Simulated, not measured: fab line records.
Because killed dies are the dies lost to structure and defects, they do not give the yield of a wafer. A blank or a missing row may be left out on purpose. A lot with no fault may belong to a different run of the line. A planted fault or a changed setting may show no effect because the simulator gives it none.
Problem report in the 8D (eight disciplines) form, filled by code -- flow sfq line -- the parts of the form that need people (team, actions taken, sign-off) are left out

== 1. THE ISSUE ==
At SFQ_TRILAYER_M3_BARC_OPEN_METAL_ETCH_100, oes product au averages 0.868 a.u. over 6 wafers from 2 lots, while fault-free wafers read 0.685 a.u., standard deviation 0.0046. That puts it +40 standard deviations away from the usual mean.
The step: etches BARC in O2, target depth 125 nm, time 41.7 s.
Seen first at day 33 00:45 on rie metal-01, wafer L718.4. The record holds 42 wafers of 14 lots with a number at this step. The rule behind "out" and "out of limits": a value lying over 4 standard deviations away from the usual mean. The other wafers with a number count as sound.

== 2. WHAT IT IS, WHAT IT ISN'T ==
question,is,is not
which readings at this step,"oes product au, run length s",drypump motor current A
which lots,"L718, L720","L707, L708, L709, L710, L712, L716, L721, L724, L725, L726, L729, L730"
which wafers of those lots,all that have a number,-
read on which tools,rie metal-01,"rie metal-02, rie metal-04"
when,from day 33 00:45,"up to then (18 sound wafers); but 18 sound wafers of L721, L724, L725, L726, L729, L730 came after"

== 3. SUSPECTS, AND WHAT RULES EACH OUT ==
Counting: a tool stays on the suspect list if, at a process step up to the reading, it processed all lots that are out and no sound lot following the first of them.
- rie metal-01 at SFQ_TRILAYER_M3_BARC_OPEN_METAL_ETCH_100 (etches BARC in O2, target depth 125 nm, time 41.7 s): kept. All lots that are out passed through it, beginning with L718 at day 33 00:45, and no sound lot followed; its final sound lot before that point was L712 at day 29 08:34. Out on those wafers are its own readings of oes product au, run length s.
Remaining after the count: rie metal-01 at SFQ_TRILAYER_M3_BARC_OPEN_METAL_ETCH_100.

== 4. THE CAUSE (what the simulator had put in) ==
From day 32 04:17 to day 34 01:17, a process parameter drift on rie metal-01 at SFQ_TRILAYER_M3_BARC_OPEN_METAL_ETCH_100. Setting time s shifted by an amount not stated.
After counting, this tool was the only one left.

== 5. THE EFFECT CHAIN, in route order ==
One row per reading whose mean, taken over the struck wafers that have a number, lies over 3 standard deviations from the usual. Scope: only readings with a usual standard deviation given in the record; hours: median across lots of the time from each lot's start at the first step in this table that gives one to its start at this step; sigmas: change in usual standard deviations.
hours,step,reading,usual,on struck wafers,change,sigmas
0,SFQ_TRILAYER_M3_BARC_OPEN_METAL_ETCH_100,oes product au,0.685 a.u.,0.868,+0.183,+40
0,SFQ_TRILAYER_M3_BARC_OPEN_METAL_ETCH_100,run length s,70.0 s,58.6,-11.4,-13
Here are the process steps it includes:
- SFQ_TRILAYER_M3_BARC_OPEN_METAL_ETCH_100: etches BARC in O2, target depth 125 nm, time 41.7 s.

== 6. HOW IT WOULD HAVE BEEN CAUGHT EARLIER ==
20 hours passed between the start of the fault at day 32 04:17 and the first reading out of limits in this record, taken at day 33 00:45.
